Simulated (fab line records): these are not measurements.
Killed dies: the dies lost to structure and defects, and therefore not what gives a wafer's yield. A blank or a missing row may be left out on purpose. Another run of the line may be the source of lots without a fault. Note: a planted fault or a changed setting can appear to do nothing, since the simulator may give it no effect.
Comparing a struck lot with a sound one / flow sfq-line / 41 steps out of a route of 325
Sound: the wafers L434.1, L434.2, L434.6. Struck: wafer L440.4. (L440.3, L440.6 of the same lot were not struck and are left out.) The cause comes at the end.
For every step that has rows: the tool of each side, followed by ch and its chambers, followed by its first start. Under that, the readings that differ: sound wafers / struck wafers / difference of the means / sigmas: that difference in standard deviations of wafers without a fault.
alike: words and numbers the same on both sides, and readings whose means are apart by under 2 such deviations; not compared: readings that were withheld, readings missing a value for some wafer, numbers with overlapping values and no deviation given by the record, and bounds like >300 which may hide the same value.
A row with sigmas, a row that says differs or no value, or rows on one side alone: a step with any of these is where the two part. Numbers that have no deviation but don't overlap get no sigmas and don't part them. A reading missing from all wafers of one side parts the sides only when that side holds two or more wafers.

first, 6 steps without rows for these wafers: SFQ_TRILAYER_M7_LITHO_COAT_182 (resist thk 62 nm); SFQ_TRILAYER_M7_LITHO_COAT_177 (resist thk 600 nm); SFQ_TRILAYER_M7_LITHO_SOFTBAKE_181; SFQ_TRILAYER_M7_LITHO_EXPOSE_178 (exposes mask M7, target cd 500 nm); SFQ_TRILAYER_M7_LITHO_PEB_180 (peb time 60 s); SFQ_TRILAYER_M7_LITHO_DEVELOP_179 (time 60 s).
SFQ_M7_OVL_MEAS_945:
  sound on overlay-02 at day 83 09:01; struck on overlay-01 at day 84 12:01
  alike: M7_OVL
then, 1 step without rows for these wafers: SFQ_TRILAYER_M7_BARC_OPEN_METAL_ETCH_229 (etches BARC in O2, target depth 125 nm, time 41.7 s).
SFQ_TRILAYER_M7_ETCH_METAL_ETCH_180: etches Nb in Cl2/Ar, stops on SiO2, target depth 240 nm, time 120 s.
  sound on rie-metal-02 ch 0,1, day 83 09:07; struck on rie-metal-04 ch 1, day 84 12:09
  alike: drypump-motor-current-A, oes-product-au
  not compared: rf-hours-counter-h
SFQ_TRILAYER_M7_STRIP_STRIP_181: strips in O2.
  sound on rie-metal-02 ch 0,1, day 83 09:14; struck on rie-metal-04 ch 1, day 84 12:26
  alike: drypump-motor-current-A, oes-product-au
  not compared: rf-hours-counter-h
then, 1 step without rows for these wafers: SFQ_TRILAYER_M7_STRIP_SOLV_CLEAN_182 (cleans in NMP, time 600 s).
SFQ_TRILAYER_I7_DEP_PECVD_183: deposits SiO2 from SiH4/N2O, time 111.11 s, target thk 500 nm.
  sound on pecvd-01 ch 1,2, day 83 10:01; struck on pecvd-04 ch 2, day 84 13:01
  alike: heater-power-w, throttle-valve-pct
SFQ_TRILAYER_I7_CMP_CMP_184: polishes SiO2.
  sound on cmp-02 ch 0,1,2, day 83 11:46; struck on cmp-02 ch 0, day 84 13:05
reading=time-to-endpoint-s (s); sound=215 211 216; struck=294; difference=+80; sigmas=+10
reading=model.SiO2_of_TRILAYER_I7_DEP_PECVD_183.thk-nm (nm); sound=200.1 200.8 198.6; struck=310.2; difference=+110.4; sigmas=
  alike: motor-current-A, slurry-filter-dp-kPa
SFQ_I7_BOW_MEAS_946:
  sound on film-metro-01 at day 83 13:46; struck on film-metro-01 at day 84 16:08
  alike: I7_BOW
SFQ_TRILAYER_I7_METRO_MEASURE_185:
  sound on film-metro-01 at day 83 13:53; struck on film-metro-01 at day 84 16:37
reading=thk-nm (nm); sound=200.2 200.8 198.6; struck=310.6; difference=+110.7; sigmas=+99 or more
then, 6 steps without rows for these wafers: SFQ_TRILAYER_I7_VIA_LITHO_COAT_192 (resist thk 62 nm); SFQ_TRILAYER_I7_VIA_LITHO_COAT_187 (resist thk 650 nm); SFQ_TRILAYER_I7_VIA_LITHO_SOFTBAKE_191; SFQ_TRILAYER_I7_VIA_LITHO_EXPOSE_188 (exposes mask I7, target cd 1000 nm); SFQ_TRILAYER_I7_VIA_LITHO_PEB_190 (peb time 60 s); SFQ_TRILAYER_I7_VIA_LITHO_DEVELOP_189 (time 60 s).
SFQ_I7_OVL_MEAS_947:
  sound on overlay-02 at day 84 05:19; struck on overlay-01 at day 85 05:07
  alike: I7_OVL
SFQ_TRILAYER_I7_VIA_BARC_OPEN_VIA_ETCH_260: etches BARC in O2, target depth 125 nm, time 41.7 s.
  sound on rie-diel-01 ch 2,3, day 84 05:20; struck on rie-diel-03 ch 1, day 85 05:08
  alike: drypump-motor-current-A, oes-product-au
  not compared: rf-hours-counter-h
SFQ_TRILAYER_I7_VIA_ETCH_VIA_ETCH_190: etches SiO2 in CHF3, stops on Nb, target depth 260 nm.
  sound on rie-diel-01 ch 2,3, day 84 05:23; struck on rie-diel-03 ch 1, day 85 05:11
reading=oes-product-au (a.u.); sound=0.853 0.853 0.858; struck=0.997; difference=+0.142; sigmas=+29
reading=model.etch.depth-nm (nm); sound=200.1 200.8 198.6; struck=259.8; difference=+60.0; sigmas=
reading=model.I7.feature-depth-nm (nm); sound=200.1 200.8 198.6; struck=259.8; difference=+60.0; sigmas=
  alike: drypump-motor-current-A
SFQ_TRILAYER_I7_VIA_STRIP_STRIP_191: strips in O2.
  sound on rie-metal-01 ch 0,1, day 84 05:30; struck on rie-metal-01 ch 0, day 85 05:42
  alike: drypump-motor-current-A, oes-product-au
  not compared: rf-hours-counter-h
then, 8 steps without rows for these wafers: SFQ_TRILAYER_I7_VIA_STRIP_SOLV_CLEAN_192 (cleans in NMP, time 600 s); SFQ_TRILAYER_M8_LITHO_LOR_COAT_197; SFQ_TRILAYER_M8_LITHO_LOR_BAKE_198; SFQ_TRILAYER_M8_LITHO_COAT_193 (resist thk 600 nm); SFQ_TRILAYER_M8_LITHO_SOFTBAKE_199; SFQ_TRILAYER_M8_LITHO_EXPOSE_194 (exposes mask M8, target cd 2000 nm); SFQ_TRILAYER_M8_LITHO_PEB_196 (peb time 60 s); SFQ_TRILAYER_M8_LITHO_DEVELOP_195 (img clear 15 s, time 55 s).
SFQ_M8_OVL_MEAS_948:
  sound on overlay-02 at day 84 20:42; struck on overlay-01 at day 85 13:31
  alike: M8_OVL
then, 3 steps without rows for these wafers: SFQ_TRILAYER_M8_DEP_EVAP_197 (material Ti, target thk 20 nm, time 100 s); SFQ_TRILAYER_M8_DEP_EVAP_198 (material Pt, target thk 50 nm, time 250 s); SFQ_TRILAYER_M8_DEP_EVAP_196 (material Au, target thk 180 nm, time 900 s).
SFQ_M8_RS_MEAS_949: uses a four-point probe to measure.
  sound on film-metro-02 at day 84 21:29; struck on film-metro-03 at day 85 14:19
  alike: M8_AU_RS
SFQ_M8_THK_MEAS_950: measures by xrf.
  sound on film-metro-02 at day 84 21:36; struck on film-metro-03 at day 85 14:25
  alike: M8_AU_THK
then, 1 step without rows for these wafers: SFQ_TRILAYER_M8_LIFTOFF_LIFTOFF_197 (chemistry NMP, time 600 s).
SFQ_M8_BOW_MEAS_951:
  sound on film-metro-03 at day 84 21:50; struck on film-metro-02 at day 85 14:41
reading=model.etest.i7.link-ohm; sound=1.052 1.059 1.052; struck=1e+06; difference=+1e+06; sigmas=
  alike: M8_BOW

== WHERE THEY PART ==
Earliest at SFQ_TRILAYER_I7_CMP_CMP_184; latest, in this record, at SFQ_TRILAYER_I7_VIA_ETCH_VIA_ETCH_190. Later steps at which nothing parts them and some readings are alike: SFQ_TRILAYER_I7_VIA_STRIP_STRIP_191, SFQ_M8_OVL_MEAS_948, SFQ_M8_RS_MEAS_949, SFQ_M8_THK_MEAS_950, SFQ_M8_BOW_MEAS_951.

WHY: the cause the simulator had injected
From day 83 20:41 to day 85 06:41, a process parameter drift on cmp-02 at SFQ_TRILAYER_I7_CMP_CMP_184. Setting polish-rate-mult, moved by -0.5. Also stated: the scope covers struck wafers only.
